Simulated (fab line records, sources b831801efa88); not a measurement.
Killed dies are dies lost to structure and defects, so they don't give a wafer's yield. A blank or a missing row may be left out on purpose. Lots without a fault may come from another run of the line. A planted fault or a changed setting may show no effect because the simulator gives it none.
Problem report in the 8D (eight disciplines) form, filled by code | flow sky130 | the parts of the form that need people (team, actions taken, sign-off) are left out

1. THE PROBLEM
killed_at_M4_up at SKY_PAD_OPEN_PROBE_99 reads a mean of 30.5 on 2 wafers of 2 lots; wafers without a fault read 2.8 with a standard deviation of 1.8. That is +15 standard deviations from the usual mean.
First seen on wafer L845.4, day 49 06:53, on prober-02. The record holds 18 wafers of 6 lots with a number at this step. Rule for "out", or "out of limits": more than 4 standard deviations from the usual mean. The other wafers with a number count as sound.

2. WHAT IT IS AND WHAT IT IS NOT
question                    | is                   | is not
which readings at this step | killed_at_M4_up      | killed_at_M0_to_M3, killed_at_front_end, killed_at_other, killed_open, killed_short, sort_bin_6_memory
which lots                  | L845, L848           | L834, L836, L841, L850
which wafers of those lots  | L845.4, L848.3       | L845.1, L845.3, L848.2, L848.4
read on which tools         | prober-01, prober-02 | -
when                        | from day 49 06:53    | up to then (11 sound wafers); but 5 sound wafers of L848, L850 came after

3. SUSPECTS, AND WHAT RULES EACH OUT
Counting: a tool at a process step up to the reading stays a suspect if it ran every lot that is out. Sound lots after the first of them don't rule it out here, since some wafers of a struck lot are sound.
- pvd_sputter-03 at SKY_METAL5_SPUTTER_00 (material Ti, target thk 15 nm, time 10 s): kept. It ran every lot that is out, first L845 (day 46 17:01); its last sound lot up to then is L834 (day 44 04:55).
- pvd_sputter-03 at SKY_METAL5_SPUTTER_01 (material TiN, target thk 20 nm, time 16.7 s): kept. It ran every lot that is out, first L845 (day 46 17:02); its last sound lot up to then is L834 (day 44 04:56).
- pvd_sputter-03 at SKY_METAL5_SPUTTER_02 (material AlCu, target thk 1150 nm, time 61.2 s): kept. It ran every lot that is out, first L845 (day 46 17:04); its last sound lot up to then is L834 (day 44 04:58).
- pvd_sputter-03 at SKY_METAL5_SPUTTER_04 (material TiN, target thk 70 nm, time 58.3 s): kept. It ran every lot that is out, first L845 (day 46 17:08); its last sound lot up to then is L834 (day 44 05:02).
- plasma_asher-04 at SKY_PASSIVATION_STRIP_12 (strips in O2/N2): kept. It ran every lot that is out, first L845 (day 48 09:30); its last sound lot up to then is L841 (day 47 20:46).
Left after counting: pvd_sputter-03 at SKY_METAL5_SPUTTER_00, pvd_sputter-03 at SKY_METAL5_SPUTTER_01, pvd_sputter-03 at SKY_METAL5_SPUTTER_02, pvd_sputter-03 at SKY_METAL5_SPUTTER_04, plasma_asher-04 at SKY_PASSIVATION_STRIP_12.

4. THE CAUSE (what the simulator had put in)
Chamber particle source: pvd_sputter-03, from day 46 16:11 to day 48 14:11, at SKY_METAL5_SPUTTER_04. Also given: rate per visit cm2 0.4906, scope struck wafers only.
Counting left 5 suspects, and this tool is among them.

5. THE CHAIN OF EFFECTS, in route order
Each row: a reading whose mean over the struck wafers that have a number lies more than 3 standard deviations from the usual. Only readings for which the record gives a usual standard deviation are gone through. hours: the time from each lot's start at the first step in this table that gives one to its start at this step, as a median over the lots. sigmas: the change in usual standard deviations.
hours | step                  | reading              | usual  | on struck wafers | change | sigmas
0     | SKY_PAD_OPEN_PROBE_99 | defect_limited_yield | 82.9 % | 76.2             | -6.8   | -3.1
0     | SKY_PAD_OPEN_PROBE_99 | killed_at_M4_up      | 2.8    | 30.5             | +27.7  | +15
0     | SKY_PAD_OPEN_PROBE_99 | killed_dies          | 84     | 118              | +34    | +3.0
0     | SKY_PAD_OPEN_PROBE_99 | killed_on_rim        | 17     | 30               | +14    | +3.2
0     | SKY_PAD_OPEN_PROBE_99 | sort_bin_3_pad_short | 0.8 %  | 2.2              | +1.4   | +3.3
0     | SKY_PAD_OPEN_PROBE_99 | sort_n_pass          | 408    | 374              | -34    | -3.0
0     | SKY_PAD_OPEN_PROBE_99 | sort_yield_pct       | 82.9 % | 76.2             | -6.8   | -3.1
The process steps in it:
- SKY_PAD_OPEN_PROBE_99

6. WHAT WOULD HAVE CAUGHT IT SOONER
In this record the first reading out of limits was taken at day 49 06:53, 63 hours after the fault began at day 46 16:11.
Of the tool readings at SKY_METAL5_SPUTTER_04 for which the record gives a usual standard deviation, none was out on any struck wafer, so an alarm limit of 4 standard deviations on them would not have fired.
All the lots that are out (2) had begun SKY_METAL5_SPUTTER_04 on pvd_sputter-03 by day 49 06:53. A hold on the tool at that time would have spared none of them.
